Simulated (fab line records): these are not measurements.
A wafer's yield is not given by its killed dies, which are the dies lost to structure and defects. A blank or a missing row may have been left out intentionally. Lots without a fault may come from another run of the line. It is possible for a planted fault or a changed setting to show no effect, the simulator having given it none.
Which tool did it? :: flow sfqLine :: 15 lots (45 wafers sampled), 1 step of a 325-step route

WHAT EACH GAUGE READ, for each wafer
The record holds no reading of a measuring or inspecting step that can be judged against a usual standard deviation.

EACH LOT AND THE TOOL THAT RAN IT (in order: tool; ch and the chambers of the sampled wafers; start)
lot: L259
SFQ_TRILAYER_I1_VIA_LITHO_DEVELOP_051: lithoTrack-02 ch 0, day 17 18:37

lot: L260
SFQ_TRILAYER_I1_VIA_LITHO_DEVELOP_051: lithoTrack-02 ch 0, day 17 19:49

lot: L261
SFQ_TRILAYER_I1_VIA_LITHO_DEVELOP_051: lithoTrack-01 ch 0, day 18 02:59

lot: L263
SFQ_TRILAYER_I1_VIA_LITHO_DEVELOP_051: lithoTrack-02 ch 0, day 18 16:16

lot: L264
SFQ_TRILAYER_I1_VIA_LITHO_DEVELOP_051: lithoTrack-01 ch 0, day 19 02:37

lot: L265
SFQ_TRILAYER_I1_VIA_LITHO_DEVELOP_051: lithoTrack-01 ch 0, day 19 10:56

lot: L266
SFQ_TRILAYER_I1_VIA_LITHO_DEVELOP_051: lithoTrack-03 ch 0, day 19 18:10

lot: L267
SFQ_TRILAYER_I1_VIA_LITHO_DEVELOP_051: lithoTrack-02 ch 0, day 19 20:34

lot: L268
SFQ_TRILAYER_I1_VIA_LITHO_DEVELOP_051: lithoTrack-01 ch 0, day 20 12:10

lot: L272
SFQ_TRILAYER_I1_VIA_LITHO_DEVELOP_051: lithoTrack-01 ch 0, day 22 00:39

lot: L274
SFQ_TRILAYER_I1_VIA_LITHO_DEVELOP_051: lithoTrack-03 ch 0, day 23 15:27

lot: L277
SFQ_TRILAYER_I1_VIA_LITHO_DEVELOP_051: lithoTrack-01, day 24 14:15

lot: L278
SFQ_TRILAYER_I1_VIA_LITHO_DEVELOP_051: lithoTrack-01, day 25 04:16

lot: L279
SFQ_TRILAYER_I1_VIA_LITHO_DEVELOP_051: lithoTrack-02, day 25 06:38

lot: L282
SFQ_TRILAYER_I1_VIA_LITHO_DEVELOP_051: lithoTrack-01 ch 0, day 26 15:49
- SFQ_TRILAYER_I1_VIA_LITHO_DEVELOP_051: time 60 s.

WHAT THE TOOLS THEMSELVES READ (means of the sampled wafers that have a number; where no wafer has one, the mark that the record gives instead)
SFQ_TRILAYER_I1_VIA_LITHO_DEVELOP_051. Usual: chillPlateTempC 23.02 C, standard deviation 0.11; exhaustPa 45.2 Pa, standard deviation 0.79.
lot: L259
tool: lithoTrack-02
chillPlateTempC (C): 23.13
exhaustPa (Pa): 43.8
flag: 

lot: L260
tool: lithoTrack-02
chillPlateTempC (C): 22.97
exhaustPa (Pa): 45.3
flag: 

lot: L261
tool: lithoTrack-01
chillPlateTempC (C): 22.99
exhaustPa (Pa): 45.4
flag: 

lot: L263
tool: lithoTrack-02
chillPlateTempC (C): 22.94
exhaustPa (Pa): 45.5
flag: 

lot: L264
tool: lithoTrack-01
chillPlateTempC (C): 23.12
exhaustPa (Pa): 45.9
flag: 

lot: L265
tool: lithoTrack-01
chillPlateTempC (C): 23.08
exhaustPa (Pa): 45.8
flag: 

lot: L266
tool: lithoTrack-03
chillPlateTempC (C): 23.01
exhaustPa (Pa): 45.9
flag: 

lot: L267
tool: lithoTrack-02
chillPlateTempC (C): 22.96
exhaustPa (Pa): 45.5
flag: 

lot: L268
tool: lithoTrack-01
chillPlateTempC (C): 23.06
exhaustPa (Pa): 44.4
flag: 

lot: L272
tool: lithoTrack-01
chillPlateTempC (C): 23.00
exhaustPa (Pa): 45.3
flag: 

lot: L274
tool: lithoTrack-03
chillPlateTempC (C): 23.20
exhaustPa (Pa): 44.9
flag: 

lot: L277
tool: lithoTrack-01
chillPlateTempC (C): -
exhaustPa (Pa): -
flag: OFF

lot: L278
tool: lithoTrack-01
chillPlateTempC (C): -
exhaustPa (Pa): -
flag: OFF

lot: L279
tool: lithoTrack-02
chillPlateTempC (C): -
exhaustPa (Pa): -
flag: OFF

lot: L282
tool: lithoTrack-01
chillPlateTempC (C): 23.01
exhaustPa (Pa): 46.9
flag: 

THE ANSWER, worked out from the rows above alone
Rule: take the mean of a lot's wafers that have a number; if it is more than 3 standard deviations from the usual mean, the lot is off. A lot without any number at a reading at which 4 lots or more have one is off too. Any other lot the step has rows for is counted as sound. After the gauges, taken in route order, come the tools' own readings; for these a lot's mean is taken, as printed above. The first step at which some lot is off is used, and at that step the reading that is off furthest; a lot without a number counts as furthest.
Off: L277, L278, L279, at SFQ_TRILAYER_I1_VIA_LITHO_DEVELOP_051 (chillPlateTempC). Without a number there: L277, L278, L279.
If a tool, at that step or one of the process steps before it, ran each lot that is off and ran no sound lot following the first of them, it fits. None of those tried fits.

WHAT THE SIMULATOR PUT IN
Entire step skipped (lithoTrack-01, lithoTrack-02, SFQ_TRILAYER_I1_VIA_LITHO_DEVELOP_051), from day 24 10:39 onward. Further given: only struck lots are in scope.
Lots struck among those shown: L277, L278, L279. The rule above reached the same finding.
